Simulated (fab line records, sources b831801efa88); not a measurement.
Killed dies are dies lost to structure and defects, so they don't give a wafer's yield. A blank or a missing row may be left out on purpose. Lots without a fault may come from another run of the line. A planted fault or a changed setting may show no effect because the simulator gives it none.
Chamber matching | flow gf180mcu | GF_POLY_GATE_ETCH_13 on rie_si-01: 4 sister chambers
The step etches poly-Si in HBr/Cl2, stops on SiO2, target depth 198.5 nm, time 69.6 s. 14 wafers are shown with their chamber, then 7 later ones without.

WAFERS WITH THEIR CHAMBER
wafer  | chamber | drypump_motor_current_A (A) | oes_product_au (a.u.) | throttle_valve_pct (%)
L711.3 | 0       | 5.5                         | 1.012                 | 33.679
L711.4 | 3       | 6.3                         | 0.991                 | 33.684
L711.5 | 0       | 5.6                         | 0.995                 | 33.694
L712.2 | 1       | 5.7                         | 0.980                 | 33.699
L712.3 | 0       | 5.6                         | 0.987                 | 33.678
L712.6 | 0       | 5.6                         | 0.986                 | 33.680
L714.1 | 0       | 5.6                         | 0.986                 | 33.681
L714.3 | 2       | 5.5                         | 0.981                 | 33.670
L714.4 | 3       | 6.3                         | 0.995                 | 33.669
L715.1 | 0       | 5.6                         | 1.000                 | 33.672
L715.3 | 1       | 5.7                         | 0.995                 | 33.696
L715.4 | 3       | 6.3                         | 0.998                 | 33.687
L717.3 | 3       | 6.3                         | 0.990                 | 33.695
L717.4 | 2       | 5.6                         | 0.973                 | 33.695

SIGNATURES (means of the wafers above)
reading                 | chamber 0 | chamber 1 | chamber 2 | chamber 3 | scatter within a chamber
drypump_motor_current_A | 5.583     | 5.700     | 5.550     | 6.300     | 0.0365
oes_product_au          | 0.99433   | 0.98750   | 0.97700   | 0.99350   | 0.0085
throttle_valve_pct      | 33.68067  | 33.69750  | 33.68250  | 33.68375  | 0.00967
Rule: a wafer's distance from a chamber is the root of the sum, over the readings, of the square of ((its reading less the chamber's mean) divided by the reading's scatter). The wafer belongs to the nearest chamber; if the next one is less than 2 further off, it can't be placed. The scatter: the root of (the sum of the squares of (reading less its chamber's mean) over the shown wafers, divided by (wafers less chambers)).

WAFERS WITHOUT THEIR CHAMBER
wafer  | drypump_motor_current_A (A) | oes_product_au (a.u.) | throttle_valve_pct (%)
L717.5 | 5.5                         | 0.979                 | 33.683
L720.4 | 5.7                         | 0.986                 | 33.702
L720.5 | 5.6                         | 0.995                 | 33.686
L720.6 | 6.3                         | 0.989                 | 33.689
L726.1 | 6.3                         | 0.989                 | 33.685
L727.3 | 5.7                         | 0.992                 | 33.675
L727.5 | 5.6                         | 1.002                 | 33.678

WHICH CHAMBER EACH WENT THROUGH
wafer  | from the rows above     | in truth
L717.5 | can't be placed: 2 or 0 | 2
L720.4 | 1                       | 1
L720.5 | can't be placed: 0 or 2 | 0
L720.6 | 3                       | 3
L726.1 | 3                       | 3
L727.3 | can't be placed: 1 or 0 | 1
L727.5 | 0                       | 0
Placed correctly: 4 of 7. Can't be placed from these rows: 3 (the true chamber is among the candidates in 3). Placed wrongly: 0.
